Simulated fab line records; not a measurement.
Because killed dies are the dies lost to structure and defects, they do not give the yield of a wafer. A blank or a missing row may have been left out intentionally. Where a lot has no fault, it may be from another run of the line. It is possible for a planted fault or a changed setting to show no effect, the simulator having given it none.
Chamber matching ; flow gf180mcu ; 4 sister chambers for GF_V3_CMP_04 on cmp-01
The step polishes SiO2. 16 wafers are shown with their chamber, then 8 later ones without.

## EACH WAFER AND ITS CHAMBER
wafer;chamber;motor_current_A (A);time_to_endpoint_s (s)
L829.1;2;13.5;77
L829.2;3;12.1;84
L829.6;0;11.9;80
L833.1;3;12.2;81
L833.4;0;11.6;78
L833.6;2;14.0;83
L834.1;2;13.3;70
L834.3;1;12.3;75
L834.6;2;13.9;77
L837.2;1;12.2;79
L837.3;2;13.7;77
L837.5;0;11.1;85
L838.2;0;11.5;82
L838.4;3;12.2;84
L838.5;2;14.7;84
L842.5;0;11.6;83

SIGNATURES (averages over the wafers above)
reading;chamber 0;chamber 1;chamber 2;chamber 3;scatter within a chamber
motor_current_A;11.540;12.250;13.850;12.167;0.358
time_to_endpoint_s;81.60;77.00;78.00;83.00;3.78
Rule: a wafer lies at a distance from a chamber equal to the root of the sum of squares, over the readings, of (its reading less the chamber's mean, divided by the reading's scatter). The wafer belongs to the nearest chamber; if the next one is less than 2 further off, it can't be placed. The scatter: take each reading less its chamber's mean, square it, sum over the shown wafers, divide by the number of wafers less the number of chambers, and take the root.

## WAFERS WITHOUT THEIR CHAMBER
wafer;motor_current_A (A);time_to_endpoint_s (s)
L842.6;12.6;101
L843.5;11.8;88
L851.1;14.4;76
L851.4;11.2;88
L851.5;12.8;78
L852.2;12.5;80
L852.5;12.2;85
L852.6;11.8;89

## EACH ONE'S CHAMBER
wafer;from the rows above;in truth
L842.6;can't be placed: 3 or 0 or 1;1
L843.5;can't be placed: 3 or 0 or 1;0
L851.1;2;2
L851.4;can't be placed: 0 or 3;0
L851.5;can't be placed: 1 or 3 or 2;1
L852.2;can't be placed: 1 or 3 or 0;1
L852.5;can't be placed: 3 or 0 or 1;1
L852.6;can't be placed: 3 or 0 or 1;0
1 of 8 placed correctly. Unplaceable from these rows: 7, with the true chamber sitting among the candidates in 7. Number placed wrongly: 0.
